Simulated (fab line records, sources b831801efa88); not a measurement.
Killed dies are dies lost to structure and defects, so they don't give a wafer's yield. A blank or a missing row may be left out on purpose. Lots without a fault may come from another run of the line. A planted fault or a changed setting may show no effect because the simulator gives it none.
Which tool did it? | flow gf180mcu | 6 lots, 18 wafers sampled, at 4 steps of a route of 602

WHAT THE GAUGES READ, wafer by wafer
GF_M2_CD_MEAS_14: target cd 280 nm.
lot  | measured     | on        | cd_nm (nm)
L216 | day 19 19:17 | cd_sem-02 | 279.0 278.6 279.6
L218 | day 20 20:16 | cd_sem-01 | 279.3 279.8 279.1
L227 | day 23 16:50 | cd_sem-02 | 319.5 319.7 319.7 319.5 319.0 320.2
L229 | day 24 08:20 | cd_sem-01 | 281.8 281.3 281.2
L236 | day 26 17:57 | cd_sem-01 | 278.2 278.6 279.0
L238 | day 27 02:02 | cd_sem-01 | 281.8 280.6 281.3

WHICH TOOL RAN EACH LOT (tool, then ch and the chambers of the sampled wafers, then the start)
lot  | GF_M1_SPUTTER_04             | GF_M2_SPUTTER_00             | GF_M2_PEB_12
L216 | pvd_sputter-03, day 16 16:33 | pvd_sputter-04, day 18 18:30 | litho_track-01 ch 0, day 19 18:56
L218 | pvd_sputter-01, day 17 16:28 | pvd_sputter-04, day 19 19:53 | litho_track-01 ch 0, day 20 19:56
L227 | pvd_sputter-01, day 20 15:37 | pvd_sputter-01, day 22 17:42 | litho_track-03 ch 0, day 23 16:29
L229 | pvd_sputter-04, day 21 07:50 | pvd_sputter-01, day 23 10:01 | litho_track-01 ch 0, day 24 07:59
L236 | pvd_sputter-01, day 23 23:26 | pvd_sputter-01, day 25 21:18 | litho_track-02 ch 0, day 26 17:37
L238 | pvd_sputter-03, day 24 07:08 | pvd_sputter-04, day 26 05:10 | litho_track-02 ch 0, day 27 01:41
- GF_M1_SPUTTER_04: material TiN, target thk 50 nm, time 41.7 s.
- GF_M2_SPUTTER_00: material Ti, target thk 37.5 nm, time 150 s.
- GF_M2_PEB_12: peb time 90 s.

THE ANSWER, worked out from the rows above alone
Rule: what is usual is taken from the lots themselves. Put in order of their means at a reading, lots are off if they are a third of the lots or fewer, leave a main group of 4 or more, and stand apart from it by a gap of 3 or more times the standard deviation of the main group's means; of several such gaps the widest counts. A main group whose means are all the same, to the digits that the tables above print for the reading, isn't used. A lot without any number at a reading at which 4 lots or more have one is off too. The other lots that the step has rows for count as sound.
Off: L227, at GF_M2_CD_MEAS_14 (cd_nm). The main group: mean 279.9 nm, standard deviation 1.2.
A tool fits if, at a process step before that reading, it ran every lot that is off, and no sound lot after the first of them. The gauges at GF_M2_CD_MEAS_14 are tried like those tools. Can't be told from this: 2 tools fit, litho_track-03 at GF_M2_PEB_12, cd_sem-02 at GF_M2_CD_MEAS_14.

WHAT THE SIMULATOR HAD PUT IN
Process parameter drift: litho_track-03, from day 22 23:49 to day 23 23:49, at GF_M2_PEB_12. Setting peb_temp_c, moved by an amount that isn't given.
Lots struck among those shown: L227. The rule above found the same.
